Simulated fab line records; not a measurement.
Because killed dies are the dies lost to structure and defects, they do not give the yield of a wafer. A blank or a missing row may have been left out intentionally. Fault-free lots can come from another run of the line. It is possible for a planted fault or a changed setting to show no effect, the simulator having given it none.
Which tool is to blame? / flow sky130 / 12 lots with 36 wafers sampled at 4 steps, on a route of 708 steps

== WHAT EACH GAUGE READ, for each wafer ==
SKY_CONTACT_BOW_MEAS_05.
lot=L434; measured=day 30 12:05; on=film metro-02; CONTACT_BOW (um)=87 74 88
lot=L435; measured=day 30 22:23; on=film metro-01; CONTACT_BOW (um)=68 79 67
lot=L436; measured=day 30 23:34; on=film metro-03; CONTACT_BOW (um)=93 76 77
lot=L437; measured=day 31 08:11; on=film metro-01; CONTACT_BOW (um)=83 81 83
lot=L438; measured=day 31 19:35; on=film metro-03; CONTACT_BOW (um)=84 82 87
lot=L439; measured=day 31 23:39; on=film metro-02; CONTACT_BOW (um)=86 77 73
lot=L441; measured=day 32 20:39; on=film metro-01; CONTACT_BOW (um)=76 75 77
lot=L449; measured=day 35 10:07; on=film metro-03; CONTACT_BOW (um)=78 80 99
lot=L450; measured=day 35 21:43; on=film metro-01; CONTACT_BOW (um)=76 86 80
lot=L454; measured=day 36 23:47; on=film metro-01; CONTACT_BOW (um)=86 81 80
lot=L455; measured=day 37 12:19; on=film metro-02; CONTACT_BOW (um)=84 91 87
lot=L457; measured=day 37 21:24; on=film metro-02; CONTACT_BOW (um)=81 70 72

== EACH LOT AND THE TOOL THAT RAN IT (in order: tool; ch and the chambers of the sampled wafers; start) ==
lot=L434; SKY_LI_CONTACT_ETCH_15=rie diel-03 ch 0,3, day 29 04:59; SKY_LOCAL_INTERCONNECT_SPUTTER_00=pvd sputter-03, day 29 06:06; SKY_LOCAL_INTERCONNECT_ETCH_13=rie metal-02 ch 0,1, day 30 10:50
lot=L435; SKY_LI_CONTACT_ETCH_15=rie diel-01 ch 0,3, day 29 14:52; SKY_LOCAL_INTERCONNECT_SPUTTER_00=pvd sputter-01, day 29 16:00; SKY_LOCAL_INTERCONNECT_ETCH_13=rie metal-02 ch 0, day 30 21:00
lot=L436; SKY_LI_CONTACT_ETCH_15=rie diel-01 ch 0,3, day 29 17:17; SKY_LOCAL_INTERCONNECT_SPUTTER_00=pvd sputter-04, day 29 18:25; SKY_LOCAL_INTERCONNECT_ETCH_13=rie metal-03 ch 1, day 30 22:13
lot=L437; SKY_LI_CONTACT_ETCH_15=rie diel-02 ch 0,3, day 30 02:01; SKY_LOCAL_INTERCONNECT_SPUTTER_00=pvd sputter-03, day 30 03:10; SKY_LOCAL_INTERCONNECT_ETCH_13=rie metal-02 ch 0,1, day 31 06:57
lot=L438; SKY_LI_CONTACT_ETCH_15=rie diel-01 ch 0,1, day 30 13:08; SKY_LOCAL_INTERCONNECT_SPUTTER_00=pvd sputter-01, day 30 14:15; SKY_LOCAL_INTERCONNECT_ETCH_13=rie metal-04 ch 0,1, day 31 18:21
lot=L439; SKY_LI_CONTACT_ETCH_15=rie diel-02 ch 0,2,3, day 30 17:20; SKY_LOCAL_INTERCONNECT_SPUTTER_00=pvd sputter-04, day 30 18:27; SKY_LOCAL_INTERCONNECT_ETCH_13=rie metal-03 ch 1, day 31 22:24
lot=L441; SKY_LI_CONTACT_ETCH_15=rie diel-02 ch 0,3, day 31 14:59; SKY_LOCAL_INTERCONNECT_SPUTTER_00=pvd sputter-01, day 31 16:06; SKY_LOCAL_INTERCONNECT_ETCH_13=rie metal-02 ch 0,1, day 32 19:24
lot=L449; SKY_LI_CONTACT_ETCH_15=rie diel-01 ch 0,1,2, day 34 04:20; SKY_LOCAL_INTERCONNECT_SPUTTER_00=pvd sputter-04, day 34 05:28; SKY_LOCAL_INTERCONNECT_ETCH_13=rie metal-04 ch 0,1, day 35 08:41
lot=L450; SKY_LI_CONTACT_ETCH_15=rie diel-01 ch 0,1,2, day 34 16:22; SKY_LOCAL_INTERCONNECT_SPUTTER_00=pvd sputter-04, day 34 17:30; SKY_LOCAL_INTERCONNECT_ETCH_13=rie metal-04 ch 0,1, day 35 20:18
lot=L454; SKY_LI_CONTACT_ETCH_15=rie diel-03 ch 0,2,3, day 35 19:23; SKY_LOCAL_INTERCONNECT_SPUTTER_00=pvd sputter-04, day 35 20:32; SKY_LOCAL_INTERCONNECT_ETCH_13=rie metal-03 ch 0,1, day 36 22:29
lot=L455; SKY_LI_CONTACT_ETCH_15=rie diel-01 ch 1,3, day 36 07:44; SKY_LOCAL_INTERCONNECT_SPUTTER_00=pvd sputter-03, day 36 08:51; SKY_LOCAL_INTERCONNECT_ETCH_13=rie metal-02 ch 0,1, day 37 11:04
lot=L457; SKY_LI_CONTACT_ETCH_15=rie diel-01 ch 1,2, day 36 16:29; SKY_LOCAL_INTERCONNECT_SPUTTER_00=pvd sputter-04, day 36 17:41; SKY_LOCAL_INTERCONNECT_ETCH_13=rie metal-03 ch 0,1, day 37 20:08
- SKY_LI_CONTACT_ETCH_15: etches PSG in C4F8/O2/Ar, stops on Si, target depth 600 nm.
- SKY_LOCAL_INTERCONNECT_SPUTTER_00: material TiN, target thk 100 nm, time 83.3 s.
- SKY_LOCAL_INTERCONNECT_ETCH_13: etches BARC in N2/H2, stops on SiO2, time 45.9 s, target depth 60 nm.

== WHAT THE TOOLS THEMSELVES READ (means of the sampled wafers that have a number; where no wafer has one, the mark that the record gives instead) ==
SKY_LI_CONTACT_ETCH_15.
lot=L434; tool=rie diel-03; chamber pressure mTorr (mTorr)=40.04; oes product au (a.u.)=0.837; rf fwd power W (W)=1496
lot=L435; tool=rie diel-01; chamber pressure mTorr (mTorr)=39.99; oes product au (a.u.)=0.831; rf fwd power W (W)=1492
lot=L436; tool=rie diel-01; chamber pressure mTorr (mTorr)=40.02; oes product au (a.u.)=0.840; rf fwd power W (W)=1495
lot=L437; tool=rie diel-02; chamber pressure mTorr (mTorr)=40.03; oes product au (a.u.)=0.836; rf fwd power W (W)=1495
lot=L438; tool=rie diel-01; chamber pressure mTorr (mTorr)=39.99; oes product au (a.u.)=0.840; rf fwd power W (W)=1488
lot=L439; tool=rie diel-02; chamber pressure mTorr (mTorr)=40.00; oes product au (a.u.)=0.838; rf fwd power W (W)=1489
lot=L441; tool=rie diel-02; chamber pressure mTorr (mTorr)=39.99; oes product au (a.u.)=0.836; rf fwd power W (W)=1493
lot=L449; tool=rie diel-01; chamber pressure mTorr (mTorr)=40.01; oes product au (a.u.)=0.842; rf fwd power W (W)=1497
lot=L450; tool=rie diel-01; chamber pressure mTorr (mTorr)=40.01; oes product au (a.u.)=0.837; rf fwd power W (W)=1488
lot=L454; tool=rie diel-03; chamber pressure mTorr (mTorr)=40.00; oes product au (a.u.)=0.840; rf fwd power W (W)=1487
lot=L455; tool=rie diel-01; chamber pressure mTorr (mTorr)=40.03; oes product au (a.u.)=0.835; rf fwd power W (W)=1496
lot=L457; tool=rie diel-01; chamber pressure mTorr (mTorr)=39.99; oes product au (a.u.)=0.833; rf fwd power W (W)=1490

SKY_LOCAL_INTERCONNECT_SPUTTER_00.
lot=L434; tool=pvd sputter-03; substrate temp c (C)=299.99; throttle valve pct (%)=30.3
lot=L435; tool=pvd sputter-01; substrate temp c (C)=300.05; throttle valve pct (%)=29.3
lot=L436; tool=pvd sputter-04; substrate temp c (C)=300.05; throttle valve pct (%)=30.1
lot=L437; tool=pvd sputter-03; substrate temp c (C)=300.01; throttle valve pct (%)=30.0
lot=L438; tool=pvd sputter-01; substrate temp c (C)=299.94; throttle valve pct (%)=29.4
lot=L439; tool=pvd sputter-04; substrate temp c (C)=300.17; throttle valve pct (%)=29.8
lot=L441; tool=pvd sputter-01; substrate temp c (C)=299.85; throttle valve pct (%)=28.9
lot=L449; tool=pvd sputter-04; substrate temp c (C)=299.76; throttle valve pct (%)=29.8
lot=L450; tool=pvd sputter-04; substrate temp c (C)=300.09; throttle valve pct (%)=29.9
lot=L454; tool=pvd sputter-04; substrate temp c (C)=300.10; throttle valve pct (%)=30.5
lot=L455; tool=pvd sputter-03; substrate temp c (C)=299.92; throttle valve pct (%)=30.6
lot=L457; tool=pvd sputter-04; substrate temp c (C)=300.14; throttle valve pct (%)=29.4

SKY_LOCAL_INTERCONNECT_ETCH_13.
lot=L434; tool=rie metal-02; chamber pressure mTorr (mTorr)=29.97; drypump motor current A (A)=5.4; oes product au (a.u.)=0.858; rf fwd power W (W)=491.2; throttle valve pct (%)=13.224
lot=L435; tool=rie metal-02; chamber pressure mTorr (mTorr)=30.00; drypump motor current A (A)=4.8; oes product au (a.u.)=0.851; rf fwd power W (W)=495.6; throttle valve pct (%)=13.229
lot=L436; tool=rie metal-03; chamber pressure mTorr (mTorr)=30.03; drypump motor current A (A)=5.0; oes product au (a.u.)=0.858; rf fwd power W (W)=495.6; throttle valve pct (%)=13.220
lot=L437; tool=rie metal-02; chamber pressure mTorr (mTorr)=30.00; drypump motor current A (A)=5.1; oes product au (a.u.)=0.856; rf fwd power W (W)=493.3; throttle valve pct (%)=13.219
lot=L438; tool=rie metal-04; chamber pressure mTorr (mTorr)=30.03; drypump motor current A (A)=5.9; oes product au (a.u.)=0.856; rf fwd power W (W)=497.0; throttle valve pct (%)=13.219
lot=L439; tool=rie metal-03; chamber pressure mTorr (mTorr)=29.99; drypump motor current A (A)=5.0; oes product au (a.u.)=0.854; rf fwd power W (W)=499.7; throttle valve pct (%)=13.220
lot=L441; tool=rie metal-02; chamber pressure mTorr (mTorr)=30.03; drypump motor current A (A)=5.1; oes product au (a.u.)=0.859; rf fwd power W (W)=493.3; throttle valve pct (%)=13.225
lot=L449; tool=rie metal-04; chamber pressure mTorr (mTorr)=30.01; drypump motor current A (A)=5.9; oes product au (a.u.)=0.854; rf fwd power W (W)=549.5; throttle valve pct (%)=13.218
lot=L450; tool=rie metal-04; chamber pressure mTorr (mTorr)=30.00; drypump motor current A (A)=5.9; oes product au (a.u.)=0.851; rf fwd power W (W)=521.0; throttle valve pct (%)=13.230
lot=L454; tool=rie metal-03; chamber pressure mTorr (mTorr)=29.99; drypump motor current A (A)=5.4; oes product au (a.u.)=0.854; rf fwd power W (W)=499.4; throttle valve pct (%)=13.231
lot=L455; tool=rie metal-02; chamber pressure mTorr (mTorr)=30.01; drypump motor current A (A)=5.4; oes product au (a.u.)=0.852; rf fwd power W (W)=494.8; throttle valve pct (%)=13.221
lot=L457; tool=rie metal-03; chamber pressure mTorr (mTorr)=30.01; drypump motor current A (A)=5.7; oes product au (a.u.)=0.854; rf fwd power W (W)=496.8; throttle valve pct (%)=13.226

== THE ANSWER, worked out from the rows above alone ==
Rule: usual is defined by the lots themselves. Put in order of their means at a reading, lots are off if they are a third of the lots or fewer, leave a main group of 4 or more, and stand apart from it by a gap of 3 or more times the standard deviation of the main group's means; of several such gaps the widest counts. A main group whose means are all the same, to the digits that the tables above print for the reading, isn't used. A lot without any number at a reading at which 4 lots or more have one is off too. All remaining lots with rows at the step are treated as sound. After the gauges, taken in route order, come the tools' own readings; for these a lot's mean is taken, as printed above. At the first step where some lot is off, the reading lying furthest off is the one used; lots without a number count as furthest.
Off, at SKY_LOCAL_INTERCONNECT_ETCH_13 on rf fwd power W: L449, L450. The main group: mean 495.7 W, standard deviation 2.6.
A tool fits if, at that step or a process step before it, it ran every lot that is off, and no sound lot after the first of them. One fits: rie metal-04 at SKY_LOCAL_INTERCONNECT_ETCH_13. Its last sound lot is L438 (day 31 18:21), its first lot that is off L449 (day 35 08:41): a fault that began between those two fits.
On the lots that are off, the tool's own readings at SKY_LOCAL_INTERCONNECT_ETCH_13 differ by more than 5 times the standard deviation of the sound lots' means, which bears it out; rf fwd power W reads 535.2 W there versus 495.7 W on the sound lots.

== WHAT THE SIMULATOR PUT IN ==
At SKY_LOCAL_INTERCONNECT_ETCH_13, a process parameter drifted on rie metal-04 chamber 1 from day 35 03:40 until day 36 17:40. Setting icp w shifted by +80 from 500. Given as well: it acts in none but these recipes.
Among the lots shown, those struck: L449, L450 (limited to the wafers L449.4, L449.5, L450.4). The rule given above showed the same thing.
